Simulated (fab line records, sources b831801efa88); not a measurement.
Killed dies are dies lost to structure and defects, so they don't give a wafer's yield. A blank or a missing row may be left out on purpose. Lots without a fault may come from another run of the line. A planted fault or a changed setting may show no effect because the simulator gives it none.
A struck lot beside a sound one | flow sfq_line | 42 steps out of a route of 325
Sound: wafers L970.2, L970.4, L970.6. Struck: wafer L975.5. (L975.4 of the same lot was not struck and is left out.) The cause comes at the end.
At each step with rows: each side's tool, then ch and its chambers, then its first start. Under that, the readings that differ: sound wafers | struck wafers | difference of the means | sigmas: that difference in standard deviations of wafers without a fault.
alike: readings whose means differ by less than 2 such deviations, and words and numbers that are the same on both sides. not compared: withheld readings, readings that some wafer has no value for, bounds like >300 that may hide the same value, and numbers for which the record gives no deviation and whose values overlap.
The two part at a step that has a row with sigmas, a row that says differs or no value, or rows on one side only. Numbers that don't overlap but have no deviation are shown without sigmas and don't part them. A reading that every wafer of one side lacks parts them only if that side has two wafers or more.

first, 6 steps without rows for these wafers: SFQ_TRILAYER_M0_LITHO_COAT_026 (resist thk 62 nm); SFQ_TRILAYER_M0_LITHO_COAT_021 (resist thk 600 nm); SFQ_TRILAYER_M0_LITHO_SOFTBAKE_025; SFQ_TRILAYER_M0_LITHO_EXPOSE_022 (exposes mask M0, target cd 500 nm); SFQ_TRILAYER_M0_LITHO_PEB_024 (peb time 60 s); SFQ_TRILAYER_M0_LITHO_DEVELOP_023 (time 60 s).
SFQ_M0_OVL_MEAS_906:
  sound on overlay-01, day 13 15:29; struck on overlay-01, day 15 07:06
  reading     | sound   | struck | difference | sigmas
  M0_OVL (nm) | 3 -7 -9 | 14     | +18        | +3
then, 2 steps without rows for these wafers: SFQ_TRILAYER_M0_BARC_OPEN_METAL_ETCH_031 (etches BARC in O2, target depth 125 nm, time 41.7 s); SFQ_TRILAYER_M0_ETCH_METAL_ETCH_024 (etches Nb in Cl2/Ar, stops on SiO2, target depth 240 nm, time 120 s).
SFQ_TRILAYER_M0_STRIP_STRIP_025: strips in O2.
  sound on rie_metal-03 ch 0,1, day 13 15:43; struck on rie_metal-01 ch 0, day 15 07:31
  alike: drypump_motor_current_A, oes_product_au
  not compared: rf_hours_counter_h
then, 1 step without rows for these wafers: SFQ_TRILAYER_M0_STRIP_SOLV_CLEAN_026 (cleans in NMP, time 600 s).
SFQ_TRILAYER_I0_DEP_PECVD_027: deposits SiO2 from SiH4/N2O, time 111.11 s, target thk 500 nm.
  sound on pecvd-03 ch 0,1,2, day 13 16:29; struck on pecvd-04 ch 0, day 15 08:07
  reading                | sound          | struck | difference | sigmas
  heater_power_w (W)     | 105 79 122     | 51     | -51        | -3
  throttle_valve_pct (%) | 22.3 24.2 22.7 | 26.7   | +3.6       | +2
SFQ_TRILAYER_I0_CMP_CMP_028: polishes SiO2.
  sound on cmp-02 ch 0,1,2, day 13 17:34; struck on cmp-01 ch 2, day 15 17:01
  reading                                             | sound           | struck | difference | sigmas
  time_to_endpoint_s (s)                              | 219 233 227     | 289    | +63        | +8
  model.SiO2_of_TRILAYER_I0_DEP_PECVD_027.thk_nm (nm) | 200 201.4 200.7 | 308.6  | +107.9     |
  alike: motor_current_A
SFQ_I0_BOW_MEAS_907:
  sound on film_metro-02, day 13 19:35; struck on film_metro-04, day 15 17:34
  alike: I0_BOW
SFQ_TRILAYER_I0_METRO_MEASURE_029:
  sound on film_metro-02, day 13 19:53; struck on film_metro-04, day 15 18:14
  reading     | sound             | struck | difference | sigmas
  thk_nm (nm) | 199.9 201.4 200.7 | 308.4  | +107.7     | +99 or more
then, 6 steps without rows for these wafers: SFQ_TRILAYER_I0_VIA_LITHO_COAT_036 (resist thk 62 nm); SFQ_TRILAYER_I0_VIA_LITHO_COAT_031 (resist thk 650 nm); SFQ_TRILAYER_I0_VIA_LITHO_SOFTBAKE_035; SFQ_TRILAYER_I0_VIA_LITHO_EXPOSE_032 (exposes mask I0, target cd 500 nm); SFQ_TRILAYER_I0_VIA_LITHO_PEB_034 (peb time 60 s); SFQ_TRILAYER_I0_VIA_LITHO_DEVELOP_033 (time 60 s).
-- the record jumps here: 5 days lie between the struck wafers' starts before and after --
SFQ_I0_OVL_MEAS_908:
  sound on overlay-01, day 19 08:26; struck on overlay-02, day 20 23:05
  alike: I0_OVL
then, 1 step without rows for these wafers: SFQ_TRILAYER_I0_VIA_BARC_OPEN_VIA_ETCH_046 (etches BARC in O2, target depth 125 nm, time 41.7 s).
SFQ_TRILAYER_I0_VIA_ETCH_VIA_ETCH_034: etches SiO2 in CHF3, stops on Nb, target depth 260 nm.
  sound on rie_diel-02 ch 1,2,3, day 19 08:31; struck on rie_diel-04 ch 3, day 20 23:09
  reading                        | sound             | struck | difference | sigmas
  oes_product_au (a.u.)          | 0.858 0.852 0.849 | 1.011  | +0.158     | +33
  model.etch.depth_nm (nm)       | 200 201.4 200.7   | 263    | +62        |
  model.I0.feature_depth_nm (nm) | 200 201.4 200.7   | 263    | +62        |
  alike: bias_w, drypump_motor_current_A
then, 2 steps without rows for these wafers: SFQ_TRILAYER_I0_VIA_STRIP_STRIP_035 (strips in O2); SFQ_TRILAYER_I0_VIA_STRIP_SOLV_CLEAN_036 (cleans in NMP, time 600 s).
SFQ_TRILAYER_M1_DEP_PRE_CLEAN_038: time 22.5 s.
  sound on pvd_sputter-04, day 19 09:23; struck on pvd_sputter-05, day 21 00:13
  reading                                             | sound             | struck | difference | sigmas
  model.SiO2_of_TRILAYER_I0_DEP_PECVD_027.thk_nm (nm) | 192.5 193.9 193.2 | 301.1  | +107.9     |
SFQ_TRILAYER_M1_DEP_SPUTTER_037: material Nb, target thk 200 nm, time 133.3 s.
  sound on pvd_sputter-04, day 19 09:25; struck on pvd_sputter-05, day 21 00:14
  reading                | sound          | struck | difference | sigmas
  throttle_valve_pct (%) | 31.4 30.5 29.3 | 28.7   | -1.7       | -2
SFQ_M1_RS_MEAS_909: measures by four-point-probe.
  sound on film_metro-01, day 19 09:32; struck on film_metro-04, day 21 00:23
  alike: M1_NB_RS
then, 6 steps without rows for these wafers: SFQ_TRILAYER_M1_LITHO_COAT_044 (resist thk 62 nm); SFQ_TRILAYER_M1_LITHO_COAT_039 (resist thk 600 nm); SFQ_TRILAYER_M1_LITHO_SOFTBAKE_043; SFQ_TRILAYER_M1_LITHO_EXPOSE_040 (exposes mask M1, target cd 500 nm); SFQ_TRILAYER_M1_LITHO_PEB_042 (peb time 60 s); SFQ_TRILAYER_M1_LITHO_DEVELOP_041 (time 60 s).
-- the record jumps here: 6 days lie between the struck wafers' starts before and after --
SFQ_M1_OVL_MEAS_911:
  sound on overlay-01, day 25 07:51; struck on overlay-01, day 26 17:02
  alike: M1_OVL
then, 1 step without rows for these wafers: SFQ_TRILAYER_M1_BARC_OPEN_METAL_ETCH_054 (etches BARC in O2, target depth 125 nm, time 41.7 s).
SFQ_TRILAYER_M1_ETCH_METAL_ETCH_042: etches Nb in Cl2/Ar, stops on SiO2, target depth 240 nm, time 120 s.
  sound on rie_metal-03 ch 0,1, day 25 07:56; struck on rie_metal-03 ch 1, day 26 17:09
  alike: bias_w, drypump_motor_current_A, oes_product_au
  not compared: rf_hours_counter_h
SFQ_TRILAYER_M1_STRIP_STRIP_043: strips in O2.
  sound on rie_metal-03 ch 0,1, day 25 08:04; struck on rie_metal-03 ch 1, day 26 17:26
  alike: drypump_motor_current_A, oes_product_au
  not compared: rf_hours_counter_h
then, 2 steps without rows for these wafers: SFQ_TRILAYER_M1_STRIP_SOLV_CLEAN_044 (cleans in NMP, time 600 s); SFQ_TRILAYER_I1_DEP_PECVD_045 (deposits SiO2 from SiH4/N2O, time 111.11 s, target thk 500 nm).
-- the record jumps here: 55 days lie between the struck wafers' starts before and after --
SFQ_M8_BOW_MEAS_951:
  sound on film_metro-03, day 81 01:43; struck on film_metro-03, day 81 18:49
  reading                 | sound            | struck | difference | sigmas
  model.etest.i0.link_ohm | 1.96 1.977 1.954 | 1e+06  | +1e+06     |
  alike: M8_BOW

WHERE THEY PART
First at SFQ_M0_OVL_MEAS_906; last, within this record, at SFQ_TRILAYER_M1_DEP_SPUTTER_037. Later steps at which nothing parts them and some readings are alike: SFQ_M1_RS_MEAS_909, SFQ_M1_OVL_MEAS_911, SFQ_TRILAYER_M1_ETCH_METAL_ETCH_042, SFQ_TRILAYER_M1_STRIP_STRIP_043, SFQ_M8_BOW_MEAS_951.

WHY: what the simulator had put in
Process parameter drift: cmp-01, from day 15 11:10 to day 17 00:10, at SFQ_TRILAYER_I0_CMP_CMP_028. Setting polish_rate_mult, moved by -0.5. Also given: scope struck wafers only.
